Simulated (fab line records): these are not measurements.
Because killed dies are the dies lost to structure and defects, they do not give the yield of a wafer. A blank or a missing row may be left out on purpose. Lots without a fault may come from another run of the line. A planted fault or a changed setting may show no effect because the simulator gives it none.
fab line records	flow sky130
record: lots: 5	wafers: 23
route steps=708 shown FIELD_ISO@11 PWDE@53 NWELL@66 VT_ADJUST_HVTP@87 VT_ADJUST_LVTN@99 VT_ADJUST_NCORE@121
start-h: hours from the record's opening day to when the first of the lot's shown wafers began	wait-h: hours elapsed since this lot's preceding step	" identical to the entry in the row above	L1.1+2: a single row standing in for several wafers	- no value, or no start was given	* or withheld: withheld	< > ~ a bound
route shown NAME@n: a module of which the file shows steps, and the number in the route of the first	usual: mean and standard deviation over wafers with no fault	same: alike in all rows	chamber/n: place in a boat	sites: per-site readings	_std_site: how widely they spread, as a standard deviation	_edge_site: outer sites' mean less inner sites'	radius-mm: for every site, how far away it sits from the centre of the wafer	mask NAME#n: copy n	behind: the last tool/chamber to shape the wafer	hold: what put the lot on hold/how long, in hours/how the hold closed	device: the transistor (n, p or np) that didn't switch	end of line: the tests these same wafers got at the end of their route	a step with no rows: only its recipe	killed: dies lost to structure and defects at the first sort, not the wafer's yield	map: shows each die of a wafer: x if killed, . if not, _ if none is there
set.NAME: the setting the step ran with; set.NAME@STEP: the setting that earlier step ran with	model.NAME: the simulator's own value behind a step, which no gauge read
lots where settings were altered on purpose, with a table for each step and a row for each wafer
== steps ==
step: SKY_FIELD_ISO_EXPOSE_10
recipe: mask-id: FOM	na: 0.68	source-shape: annular	sigma-inner: 0.4	sigma-outer: 0.8	target-cd-nm: 150	dose-mj: 28
lot.wafer	tool	chamber	start-h	wait-h	mask	set.dose-mj
L076.1+4	krf-scanner-02	0	-	-	FOM#0	28
L076.2+5+6	"	0	"	"	FOM#0	27.34
L079.1+3+6	krf-scanner-02	0	-	-	FOM#0	28
L079.4+5	"	0	"	"	FOM#0	29.34
L080.2+5	krf-scanner-01	0	-	-	FOM#0	28
L080.3+4+6	"	0	"	"	FOM#0	26.59
L083.1+4	krf-scanner-02	0	-	-	FOM#0	28
L083.3+5+6	"	0	"	"	FOM#0	29.61
L084.3+4+6	krf-scanner-01	0	-	-	FOM#0	28
step: SKY_FIELD_ISO_PEB_11
recipe: peb-temp-c: withheld	peb-time-s: withheld	resist: KrF-thick
step: SKY_FIELD_ISO_DEVELOP_12
recipe: develop-time-s: 60	resist: KrF-thick	dev-temp-c: 21.68
lot.wafer	tool	chamber	start-h	wait-h	set.dose-mj@FIELD_ISO_EXPOSE_10	model.FIELD_ISO.cd-nm
L076.1	litho-track-03	0	-	-	28	150.1
L076.2	"	0	"	"	27.34	155.7
L076.4	"	0	"	"	28	148.6
L076.5	"	0	"	"	27.34	152.5
L076.6	"	0	"	"	27.34	152.8
L079.1	litho-track-03	0	-	-	28	148.6
L079.3	"	0	"	"	28	148.3
L079.4	"	0	"	"	29.34	140.5
L079.5	"	0	"	"	29.34	140.6
L079.6	"	0	"	"	28	149.9
L080.2	litho-track-03	0	-	-	28	149
L080.3	"	0	"	"	26.59	157.2
L080.4	"	0	"	"	26.59	158.5
L080.5	"	0	"	"	28	148.4
L080.6	"	0	"	"	26.59	160.2
L083.1	litho-track-03	0	-	-	28	147.8
L083.3	"	0	"	"	29.61	137.5
L083.4	"	0	"	"	28	149.3
L083.5	"	0	"	"	29.61	138.6
L083.6	"	0	"	"	29.61	138.5
L084.3	litho-track-01	0	-	-	28	152
L084.4+6	"	0	"	"	28	151.4
step: SKY_FIELD_ISO_CD_MEAS_13
recipe: target-cd-nm: 150
usual: cd-nm: 150.0/1.6
lot.wafer	tool	chamber	start-h	wait-h	set.dose-mj@FIELD_ISO_EXPOSE_10	cd-nm
L076.1	cd-sem-02	-	42.43	-	28	150.1
L076.2	"	-	"	"	27.34	155.4
L076.4	"	-	"	"	28	148.5
L076.5	"	-	"	"	27.34	152.9
L076.6	"	-	"	"	27.34	152.7
L079.1	cd-sem-02	-	56.18	-	28	148.8
L079.3	"	-	"	"	28	148.2
L079.4	"	-	"	"	29.34	140.2
L079.5	"	-	"	"	29.34	140.7
L079.6	"	-	"	"	28	149.9
L080.2	cd-sem-02	-	63.10	-	28	148.8
L080.3	"	-	"	"	26.59	157.2
L080.4	"	-	"	"	26.59	158.5
L080.5	"	-	"	"	28	148.3
L080.6	"	-	"	"	26.59	160.0
L083.1	cd-sem-01	-	78.68	-	28	147.8
L083.3	"	-	"	"	29.61	137.3
L083.4	"	-	"	"	28	149.2
L083.5	"	-	"	"	29.61	138.3
L083.6	"	-	"	"	29.61	138.4
L084.3	cd-sem-01	-	83.48	-	28	152.1
L084.4	"	-	"	"	28	151.5
L084.6	"	-	"	"	28	151.2
step: SKY_FIELD_ISO_ETCH_17
recipe: target-depth-a: 3420	mask-material: Si3N4	chemistry: HBr/Cl2/O2	target: Si	taper-deg: 5	icp-w: 600	bias-w: 150	pressure-mtorr: 15	HBr_flow_sccm: 150	Cl2_flow_sccm: 40	O2_flow_sccm: 6	time-s: 97.7
usual: oes-product-au: 1.003/0.012
lot.wafer	tool	chamber	start-h	wait-h	set.icp-w	oes-product-au	model.FIELD_ISO.feature-depth-nm
L076.1	rie-si-02	3	42.75	0.1	654.2	1.025	356
L076.2	"	0	"	"	600	1.006	345.9
L076.4	"	1	"	"	600	0.991	337.6
L076.5	"	3	"	"	654.2	1.031	360.2
L076.6	"	2	"	"	600	0.984	336.5
L079.1	rie-si-02	1	56.50	0.1	639.9	1.012	343.5
L079.3	"	0	"	"	600	1.006	345.2
L079.4	"	3	"	"	600	0.998	341.5
L079.5	"	1	"	"	600	0.995	338.3
L079.6	"	2	"	"	639.9	1.021	347
L080.2	rie-si-01	3	63.40	0.1	600	1.021	351.5
L080.3	"	1	"	"	600	1.025	353.8
L080.4	"	2	"	"	600	1.013	347
L080.5	"	0	"	"	538.6	0.982	329.4
L080.6	"	3	"	"	538.6	0.996	334.4
L083.1	rie-si-01	2	79.00	0.1	600	1.016	346.2
L083.3	"	0	"	"	600	1.004	344.1
L083.4	"	1	"	"	600	1.026	352.4
L083.5	"	2	"	"	600	1.018	344.7
L083.6	"	1	"	"	600	1.013	350.4
L084.3	rie-si-02	1	83.76	0.0	600	0.986	332
L084.4	"	2	"	"	600	0.993	334.9
L084.6	"	2	"	"	600	0.987	338.1
step: SKY_PWDE_IMPLANT_08
recipe: species: B	energy-kev: 150	dose-cm2: 3.6e+12	tilt-deg: withheld
lot.wafer	tool	chamber	start-h	wait-h	set.energy-kev	model.implant.rp-nm	model.implant.drp-nm
L076.1+2+4+5+6	implanter-02	0	95.08	0.0	150	432.7	97.97
L079.1+5	implanter-02	0	105.57	0.0	150	428.6	97.97
L079.3+4+6	"	0	"	"	143.7	414.5	96.4
L080.2+3+6	implanter-04	0	110.10	0.0	156.4	439.7	99.69
L080.4+5	"	0	"	"	150	425.4	97.97
L083.1+3	implanter-04	0	121.08	0.0	152.3	442.5	98.57
L083.4+5+6	"	0	"	"	150	437.2	97.97
L084.3+4+6	implanter-04	0	126.46	0.1	150	423.1	97.97
step: SKY_NWELL_IMPLANT_13
recipe: species: P	energy-kev: 50	dose-cm2: 7e+11	tilt-deg: withheld
lot.wafer	tool	chamber	start-h	wait-h	set.energy-kev	model.implant.rp-nm	model.implant.drp-nm
L076.1+2+5	implanter-04	0	113.14	0.1	50	61.12	25.55
L076.4+6	"	0	"	"	51.48	62.94	26.18
L079.1+3+4	implanter-02	0	125.14	0.1	50	61.02	25.55
L079.5+6	"	0	"	"	47.79	58.32	24.6
L080.2+3+5	implanter-04	0	129.25	0.1	51.46	64.94	26.17
L080.4+6	"	0	"	"	50	63.09	25.55
L083.1+5+6	implanter-01	0	139.84	0.1	50	58.82	25.55
L083.3+4	"	0	"	"	52.34	61.6	26.54
L084.3+4+6	implanter-04	0	145.89	0.1	50	60.98	25.55
step: SKY_NWELL_IMPLANT_24
recipe: species: B	energy-kev: 140	dose-cm2: 9.2e+12	tilt-deg: withheld
lot.wafer	tool	chamber	start-h	wait-h	set.energy-kev	model.implant.drp-nm
L076.1+5+6	implanter-02	0	131.22	0.0	140	95.47
L076.2+4	"	0	"	"	132.4	93.41
L079.1+4	implanter-04	0	143.79	0.0	142.9	96.21
L079.3+5+6	"	0	"	"	140	95.47
L080.2+6	implanter-04	0	148.60	0.0	140	95.47
L080.3+4+5	"	0	"	"	145.8	96.92
L083.1+3+6	implanter-01	0	158.36	0.0	135.7	94.32
L083.4+5	"	0	"	"	140	95.47
L084.3+4+6	implanter-02	0	164.98	0.1	140	95.47
step: SKY_VT_ADJUST_HVTP_COAT_02
recipe: resist: NOVOLAK	spin-rpm: 3000	resist-thk-nm: 1140
lot.wafer	tool	chamber	start-h	wait-h	set.spin-rpm	model.NOVOLAK_of_VT_ADJUST_HVTP_COAT_02.thk-nm
L076.1	litho-track-04	0	141.81	0.1	3000	1146
L076.2+4	"	0	"	"	3000	1143
L076.5	"	0	"	"	3086	1127
L076.6	"	0	"	"	3086	1124
L079.1+3	litho-track-03	0	153.43	0.1	3000	1137
L079.4	"	0	"	"	3000	1138
L079.5+6	"	0	"	"	3000	1136
L080.2	litho-track-03	0	158.65	0.1	2807	1188
L080.3+4	"	0	"	"	3000	1144
L080.5	"	0	"	"	2807	1180
L080.6	"	0	"	"	3000	1149
L083.1	litho-track-04	0	168.71	0.1	3135	1119
L083.3	"	0	"	"	3135	1118
L083.4	"	0	"	"	3135	1121
L083.5+6	"	0	"	"	3000	1145
L084.3	litho-track-01	0	175.29	0.1	3000	1141
L084.4	"	0	"	"	3000	1138
L084.6	"	0	"	"	3000	1140
step: SKY_VT_ADJUST_HVTP_SOFTBAKE_03
recipe: temp-c: 90	time-s: 60	resist: NOVOLAK
step: SKY_VT_ADJUST_HVTP_EXPOSE_04
recipe: mask-id: HVTPM	na: 0.6	source-shape: conventional	sigma-outer: 0.6	polarization: unpolarized	target-cd-nm: 380	dose-mj: 140
step: SKY_VT_ADJUST_HVTP_IMPLANT_09
recipe: species: As	energy-kev: 150	dose-cm2: 4.3e+12	tilt-deg: withheld
step: SKY_VT_ADJUST_HVTP_STRIP_10
recipe: chemistry: O2/N2	power-w: 1400	pressure-mtorr: 1500	platen-temp-c: withheld	o2-flow-sccm: 3000	n2-flow-sccm: 300	overash-fraction: 0.5
usual: strip-time-to-endpoint-s: 14.18/0.04
lot.wafer	tool	chamber	start-h	wait-h	set.spin-rpm@VT_ADJUST_HVTP_COAT_02	strip-time-to-endpoint-s
L076.1	plasma-asher-01	1	151.20	0.1	3000	14.25
L076.2	"	0	"	"	3000	14.21
L076.4	"	1	"	"	3000	14.22
L076.5	"	1	"	"	3086	14.03
L076.6	"	0	"	"	3086	14.00
L079.1	plasma-asher-04	0	163.83	0.1	3000	14.15
L079.3	"	1	"	"	3000	14.14
L079.4	"	0	"	"	3000	14.15
L079.5	"	0	"	"	3000	14.13
L079.6	"	1	"	"	3000	14.13
L080.2	plasma-asher-04	0	168.71	0.1	2807	14.71
L080.3	"	0	"	"	3000	14.24
L080.4	"	1	"	"	3000	14.22
L080.5	"	1	"	"	2807	14.60
L080.6	"	0	"	"	3000	14.27
L083.1	plasma-asher-02	1	178.91	0.1	3135	13.94
L083.3	"	1	"	"	3135	13.94
L083.4	"	0	"	"	3135	13.96
L083.5	"	1	"	"	3000	14.24
L083.6	"	0	"	"	3000	14.24
L084.3	plasma-asher-01	0	186.50	0.1	3000	14.17
L084.4	"	1	"	"	3000	14.17
L084.6	"	1	"	"	3000	14.18
step: SKY_VT_ADJUST_LVTN_COAT_02
recipe: spin-rpm: 2000	resist-thk-nm: 3000
lot.wafer	tool	chamber	start-h	wait-h	set.resist-thk-nm	model.coat_of_VT_ADJUST_LVTN_COAT_02.thk-nm
L076.1	litho-track-02	0	161.28	0.1	3000	3012
L076.2+4	"	0	"	"	3000	2999
L076.5	"	0	"	"	3000	3004
L076.6	"	0	"	"	3000	3005
L079.1	litho-track-04	0	173.31	0.1	3000	3012
L079.3	"	0	"	"	3000	3001
L079.4	"	0	"	"	3115	3124
L079.5	"	0	"	"	3000	3015
L079.6	"	0	"	"	3115	3117
L080.2+6	litho-track-02	0	178.36	0.1	3000	2993
L080.3	"	0	"	"	3000	2998
L080.4	"	0	"	"	3000	2992
L080.5	"	0	"	"	3000	2995
L083.1	litho-track-01	0	189.44	0.1	2880	2884
L083.3	"	0	"	"	2880	2882
L083.4	"	0	"	"	3000	3008
L083.5	"	0	"	"	2880	2879
L083.6	"	0	"	"	3000	3001
L084.3	litho-track-01	0	196.24	0.1	3000	2998
L084.4	"	0	"	"	3000	2999
L084.6	"	0	"	"	3000	2995
step: SKY_VT_ADJUST_LVTN_SOFTBAKE_03
recipe: temp-c: 110	time-s: withheld
step: SKY_VT_ADJUST_LVTN_EXPOSE_04
recipe: mask-id: NWM_COMPLEMENT_LESS_NATIVE	na: 0.6	source-shape: conventional	sigma-outer: 0.6	polarization: unpolarized	target-cd-nm: 840	dose-mj: 194
step: SKY_VT_ADJUST_LVTN_IMPLANT_08
recipe: species: B	energy-kev: 30	dose-cm2: 1.598e+12	tilt-deg: withheld
step: SKY_VT_ADJUST_LVTN_STRIP_09
recipe: chemistry: O2/N2	power-w: 1400	pressure-mtorr: 1500	platen-temp-c: withheld	o2-flow-sccm: 3000	n2-flow-sccm: 300	overash-fraction: 0.5
usual: strip-time-to-endpoint-s: 36.92/0.092
lot.wafer	tool	chamber	start-h	wait-h	set.resist-thk-nm@VT_ADJUST_LVTN_COAT_02	strip-time-to-endpoint-s
L076.1	plasma-asher-03	0	170.97	0.1	3000	37.05
L076.2	"	1	"	"	3000	36.90
L076.4	"	1	"	"	3000	36.90
L076.5	"	0	"	"	3000	36.94
L076.6	"	1	"	"	3000	36.97
L079.1	plasma-asher-02	0	184.44	0.1	3000	37.04
L079.3	"	0	"	"	3000	36.94
L079.4	"	1	"	"	3115	38.34
L079.5	"	1	"	"	3000	37.08
L079.6	"	0	"	"	3115	38.24
L080.2	plasma-asher-03	1	189.04	0.1	3000	36.82
L080.3	"	1	"	"	3000	36.90
L080.4	"	0	"	"	3000	36.82
L080.5	"	1	"	"	3000	36.83
L080.6	"	0	"	"	3000	36.83
L083.1	plasma-asher-01	0	200.42	0.1	2880	35.58
L083.3	"	1	"	"	2880	35.55
L083.4	"	0	"	"	3000	37.01
L083.5	"	1	"	"	2880	35.51
L083.6	"	0	"	"	3000	36.91
L084.3	plasma-asher-03	0	207.66	0.1	3000	36.88
L084.4	"	1	"	"	3000	36.91
L084.6	"	1	"	"	3000	36.84
step: SKY_VT_ADJUST_NCORE_COAT_02
recipe: resist: NOVOLAK	spin-rpm: 3000	resist-thk-nm: 1140
lot.wafer	tool	chamber	start-h	wait-h	set.resist-thk-nm	model.NOVOLAK_of_VT_ADJUST_NCORE_COAT_02.thk-nm
L076.1	litho-track-01	0	202.09	0.1	1140	1141
L076.2	"	0	"	"	1084	1087
L076.4	"	0	"	"	1140	1138
L076.5	"	0	"	"	1140	1145
L076.6	"	0	"	"	1084	1083
L079.1	litho-track-01	0	216.44	0.1	1094	1090
L079.3+6	"	0	"	"	1094	1093
L079.4	"	0	"	"	1140	1142
L079.5	"	0	"	"	1140	1137
L080.2	litho-track-01	0	220.66	0.1	1140	1141
L080.3	"	0	"	"	1140	1139
L080.4+6	"	0	"	"	1115	1111
L080.5	"	0	"	"	1115	1110
L083.1	litho-track-02	0	233.23	0.1	1140	1144
L083.3	"	0	"	"	1140	1145
L083.4	"	0	"	"	1094	1095
L083.5+6	"	0	"	"	1094	1096
L084.3	litho-track-03	0	241.98	0.1	1140	1134
L084.4	"	0	"	"	1140	1133
L084.6	"	0	"	"	1140	1138
step: SKY_VT_ADJUST_NCORE_EXPOSE_04
recipe: mask-id: LVTN_COMPLEMENT_THIN	na: 0.6	source-shape: conventional	sigma-outer: 0.6	polarization: unpolarized	target-cd-nm: 380	dose-mj: 139
lot.wafer	tool	chamber	start-h	wait-h	mask	set.dose-mj
L076.1+2+4+5+6	iline-stepper-01	0	-	-	LVTN_COMPLEMENT_THIN#0	139
L079.1+6	iline-stepper-01	0	-	-	LVTN_COMPLEMENT_THIN#0	139
L079.3+4+5	"	0	"	"	LVTN_COMPLEMENT_THIN#0	128.8
L080.2+4+6	iline-stepper-02	0	-	-	LVTN_COMPLEMENT_THIN#0	139
L080.3+5	"	0	"	"	LVTN_COMPLEMENT_THIN#0	131.6
L083.1+5	iline-stepper-01	0	-	-	LVTN_COMPLEMENT_THIN#0	139
L083.3+4+6	"	0	"	"	LVTN_COMPLEMENT_THIN#0	132.3
L084.3+4+6	iline-stepper-02	0	-	-	LVTN_COMPLEMENT_THIN#0	139
step: SKY_VT_ADJUST_NCORE_PEB_05
recipe: temp-c: withheld	time-s: *	resist: NOVOLAK
step: SKY_VT_ADJUST_NCORE_DEVELOP_06
recipe: resist: NOVOLAK	developer: TMAH	develop-time-s: 59.05	dev-temp-c: 23
lot.wafer	tool	chamber	start-h	wait-h	set.dose-mj@VT_ADJUST_NCORE_EXPOSE_04	model.VT_ADJUST_NCORE.cd-nm
L076.1	litho-track-03	0	212.88	0.1	139	381.5
L076.2	"	0	"	"	139	385.3
L076.4	"	0	"	"	139	379
L076.5	"	0	"	"	139	380.2
L076.6	"	0	"	"	139	384.8
L079.1	litho-track-03	0	227.53	0.1	139	388.1
L079.3	"	0	"	"	128.8	366.8
L079.4	"	0	"	"	128.8	359.9
L079.5	"	0	"	"	128.8	360.8
L079.6	"	0	"	"	139	386.4
L080.2	litho-track-02	0	232.16	0.1	139	381.1
L080.3	"	0	"	"	131.6	365.6
L080.4	"	0	"	"	139	384.8
L080.5	"	0	"	"	131.6	364
L080.6	"	0	"	"	139	383.6
L083.1	litho-track-01	0	245.34	0.1	139	379.3
L083.3	"	0	"	"	132.3	362.6
L083.4	"	0	"	"	132.3	369.3
L083.5	"	0	"	"	139	383.6
L083.6	"	0	"	"	132.3	369.1
L084.3	litho-track-01	0	253.79	0.1	139	379.4
L084.4	"	0	"	"	139	378.9
L084.6	"	0	"	"	139	376.9
step: SKY_VT_ADJUST_NCORE_CD_MEAS_07
recipe: target-cd-nm: 380
usual: cd-nm: 380.3/2.1
lot.wafer	tool	chamber	start-h	wait-h	set.dose-mj@VT_ADJUST_NCORE_EXPOSE_04	cd-nm
L076.1	cd-sem-02	-	213.03	0.1	139	381.8
L076.2	"	-	"	"	139	385.2
L076.4	"	-	"	"	139	379.0
L076.5	"	-	"	"	139	380.2
L076.6	"	-	"	"	139	385.1
L079.1	cd-sem-01	-	227.68	0.1	139	387.7
L079.3	"	-	"	"	128.8	366.8
L079.4	"	-	"	"	128.8	359.7
L079.5	"	-	"	"	128.8	360.7
L079.6	"	-	"	"	139	386.7
L080.2	cd-sem-01	-	232.30	0.1	139	381.6
L080.3	"	-	"	"	131.6	365.5
L080.4	"	-	"	"	139	385.2
L080.5	"	-	"	"	131.6	364.2
L080.6	"	-	"	"	139	383.8
L083.1	cd-sem-02	-	245.49	0.1	139	379.5
L083.3	"	-	"	"	132.3	362.4
L083.4	"	-	"	"	132.3	369.2
L083.5	"	-	"	"	139	383.5
L083.6	"	-	"	"	132.3	368.9
L084.3	cd-sem-02	-	253.93	0.1	139	379.3
L084.4	"	-	"	"	139	378.7
L084.6	"	-	"	"	139	376.8
step: SKY_VT_ADJUST_NCORE_IMPLANT_09
recipe: species: B	energy-kev: 10	dose-cm2: 2.4e+12	tilt-deg: withheld
step: SKY_VT_ADJUST_NCORE_STRIP_10
recipe: chemistry: O2/N2	power-w: 1400	pressure-mtorr: 1500	platen-temp-c: withheld	o2-flow-sccm: 3000	n2-flow-sccm: 300	overash-fraction: 0.5
usual: strip-time-to-endpoint-s: 14.19/0.046
lot.wafer	tool	chamber	start-h	wait-h	set.resist-thk-nm@VT_ADJUST_NCORE_COAT_02	strip-time-to-endpoint-s
L076.1	plasma-asher-03	1	213.33	0.1	1140	14.18
L076.2	"	0	"	"	1084	13.56
L076.4	"	0	"	"	1140	14.14
L076.5	"	1	"	"	1140	14.21
L076.6	"	0	"	"	1084	13.50
L079.1	plasma-asher-03	0	227.98	0.1	1094	13.60
L079.3	"	0	"	"	1094	13.64
L079.4	"	1	"	"	1140	14.19
L079.5	"	1	"	"	1140	14.14
L079.6	"	0	"	"	1094	13.63
L080.2	plasma-asher-04	1	232.59	0.1	1140	14.19
L080.3	"	0	"	"	1140	14.18
L080.4	"	1	"	"	1115	13.85
L080.5	"	1	"	"	1115	13.84
L080.6	"	0	"	"	1115	13.85
L083.1	plasma-asher-04	0	245.79	0.1	1140	14.23
L083.3	"	1	"	"	1140	14.22
L083.4	"	0	"	"	1094	13.66
L083.5	"	0	"	"	1094	13.64
L083.6	"	1	"	"	1094	13.65
L084.3	plasma-asher-03	0	254.23	0.1	1140	14.11
L084.4	"	1	"	"	1140	14.10
L084.6	"	0	"	"	1140	14.17
== key ==
split: step: SKY_FIELD_ISO_EXPOSE_10	setting: dose-mj	stated: 28	by: wafer
response: step: SKY_FIELD_ISO_DEVELOP_12	reading: model.FIELD_ISO.cd-nm	change: -1.84	per: 1%	r: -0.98
response: step: SKY_FIELD_ISO_CD_MEAS_13	reading: cd-nm	change: -1.86	per: 1%	r: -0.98
split: step: SKY_FIELD_ISO_ETCH_17	setting: icp-w	stated: 600	by: wafer
response: step: SKY_FIELD_ISO_ETCH_17	reading: oes-product-au	change: +0.00317	per: 1%	r: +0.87
response: step: SKY_FIELD_ISO_ETCH_17	reading: model.FIELD_ISO.feature-depth-nm	change: +1.65	per: 1%	r: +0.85
split: step: SKY_PWDE_IMPLANT_08	setting: energy-kev	stated: 150	by: wafer
response: step: SKY_PWDE_IMPLANT_08	reading: model.implant.rp-nm	change: +3.36	per: 1%	r: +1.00
response: step: SKY_PWDE_IMPLANT_08	reading: model.implant.drp-nm	change: +0.389	per: 1%	r: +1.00
split: step: SKY_NWELL_IMPLANT_13	setting: energy-kev	stated: 50	by: wafer
response: step: SKY_NWELL_IMPLANT_13	reading: model.implant.rp-nm	change: +0.608	per: 1%	r: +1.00
response: step: SKY_NWELL_IMPLANT_13	reading: model.implant.drp-nm	change: +0.214	per: 1%	r: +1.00
split: step: SKY_NWELL_IMPLANT_24	setting: energy-kev	stated: 140	by: wafer
response: step: SKY_NWELL_IMPLANT_24	reading: model.implant.drp-nm	change: +0.369	per: 1%	r: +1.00
split: step: SKY_VT_ADJUST_HVTP_COAT_02	setting: spin-rpm	stated: 3000	by: wafer
response: step: SKY_VT_ADJUST_HVTP_COAT_02	reading: model.NOVOLAK_of_VT_ADJUST_HVTP_COAT_02.thk-nm	change: -5.89	per: 1%	r: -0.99
response: step: SKY_VT_ADJUST_HVTP_STRIP_10	reading: strip-time-to-endpoint-s	change: *	per: 1%	r: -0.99
split: step: SKY_VT_ADJUST_LVTN_COAT_02	setting: resist-thk-nm	stated: 3000	by: wafer
response: step: SKY_VT_ADJUST_LVTN_COAT_02	reading: model.coat_of_VT_ADJUST_LVTN_COAT_02.thk-nm	change: +29.8	per: 1%	r: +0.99
response: step: SKY_VT_ADJUST_LVTN_STRIP_09	reading: strip-time-to-endpoint-s	change: *	per: 1%	r: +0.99
split: step: SKY_VT_ADJUST_NCORE_COAT_02	setting: resist-thk-nm	stated: 1140	by: wafer
response: step: SKY_VT_ADJUST_NCORE_COAT_02	reading: model.NOVOLAK_of_VT_ADJUST_NCORE_COAT_02.thk-nm	change: +11.8	per: 1%	r: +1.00
response: step: SKY_VT_ADJUST_NCORE_STRIP_10	reading: strip-time-to-endpoint-s	change: *	per: 1%	r: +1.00
split: step: SKY_VT_ADJUST_NCORE_EXPOSE_04	setting: dose-mj	stated: 139	by: wafer
response: step: SKY_VT_ADJUST_NCORE_DEVELOP_06	reading: model.VT_ADJUST_NCORE.cd-nm	change: +3.31	per: 1%	r: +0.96
response: step: SKY_VT_ADJUST_NCORE_CD_MEAS_07	reading: cd-nm	change: +3.35	per: 1%	r: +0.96
